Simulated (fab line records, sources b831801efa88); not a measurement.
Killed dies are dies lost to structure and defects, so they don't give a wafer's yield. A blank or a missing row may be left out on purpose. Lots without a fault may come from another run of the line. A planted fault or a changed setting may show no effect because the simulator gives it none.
Tool commonality check | flow sky130 | 8 lots, 24 wafers sampled

WHY IT WAS OPENED
At SKY_SD_P_TW_MEAS_11 the reading SD_P_TW is flagged on 4 of 8 lots. Wafers without a fault read 2861, standard deviation 27.
Rule: a lot is flagged when every wafer of it that has a number lies more than 4 standard deviations from that mean, or none has a number. The other lots count as sound.

lot  | measured     | on            | SD_P_TW, wafer by wafer | flag
L486 | day 25 11:05 | film_metro-04 | 2884 2886 2879          |
L487 | day 25 13:40 | film_metro-03 | 2804 2816 2815          |
L488 | day 26 06:05 | film_metro-03 | 2829 2833 2823          |
L489 | day 26 08:11 | film_metro-01 | 2866 2859 2844          |
L492 | day 27 12:08 | film_metro-04 | 2121 2117 2132          | FLAGGED
L493 | day 27 14:55 | film_metro-04 | 2113 2113 2123          | FLAGGED
L495 | day 29 06:35 | film_metro-01 | 2111 2111 2109          | FLAGGED
L494 | day 29 07:14 | film_metro-01 | 2114 2113 2117          | FLAGGED
The numbers of the flagged lots are 2116 on average: -745 against the usual, or -28 standard deviations.

WHICH TOOL RAN EACH LOT
The record holds 2 process steps before the reading, out of a route of 708 steps. In each cell: the tool, then ch and the chambers that the sampled wafers went through, then the start.
lot  | flag    | SKY_SD_P_IMPLANT_09             | SKY_SD_P_STRIP_10
L486 |         | implanter-04 ch 0, day 25 10:50 | plasma_asher-03 ch 0,1, day 25 10:59
L487 |         | implanter-01 ch 0, day 25 13:26 | plasma_asher-03 ch 0, day 25 13:33
L488 |         | implanter-03 ch 0, day 26 05:52 | plasma_asher-03 ch 0,1, day 26 05:59
L489 |         | implanter-01 ch 0, day 26 07:56 | plasma_asher-04 ch 0,1, day 26 08:05
L492 | FLAGGED | implanter-04 ch 0, day 27 11:54 | plasma_asher-04 ch 0,1, day 27 12:01
L493 | FLAGGED | implanter-04 ch 0, day 27 14:40 | plasma_asher-04 ch 0,1, day 27 14:49
L495 | FLAGGED | implanter-04 ch 0, day 29 06:22 | plasma_asher-04 ch 0, day 29 06:29
L494 | FLAGGED | implanter-03 ch 0, day 29 06:59 | plasma_asher-01 ch 0,1, day 29 07:08
What these steps do:
- SKY_SD_P_IMPLANT_09
- SKY_SD_P_STRIP_10: strips in O2/N2.
- SKY_SD_P_TW_MEAS_11

FLAGGED OVER TOTAL, TOOL BY TOOL (the gauges that took the reading come last)
step                | tool            | lots run | flagged | share of the flagged lots | sound lots run after its first flagged lot
SKY_SD_P_IMPLANT_09 | implanter-01    | 2        | 0       | none                      | -
SKY_SD_P_IMPLANT_09 | implanter-03    | 2        | 1       | some                      | 0
SKY_SD_P_IMPLANT_09 | implanter-04    | 4        | 3       | some                      | 0
SKY_SD_P_STRIP_10   | plasma_asher-01 | 1        | 1       | some                      | 0
SKY_SD_P_STRIP_10   | plasma_asher-03 | 3        | 0       | none                      | -
SKY_SD_P_STRIP_10   | plasma_asher-04 | 4        | 3       | some                      | 0
SKY_SD_P_TW_MEAS_11 | film_metro-01   | 3        | 2       | some                      | 0
SKY_SD_P_TW_MEAS_11 | film_metro-03   | 2        | 0       | none                      | -
SKY_SD_P_TW_MEAS_11 | film_metro-04   | 3        | 2       | some                      | 0

WHAT THE TABLE ALLOWS
No row of the table ran every flagged lot.

WHAT THE SIMULATOR HAD PUT IN
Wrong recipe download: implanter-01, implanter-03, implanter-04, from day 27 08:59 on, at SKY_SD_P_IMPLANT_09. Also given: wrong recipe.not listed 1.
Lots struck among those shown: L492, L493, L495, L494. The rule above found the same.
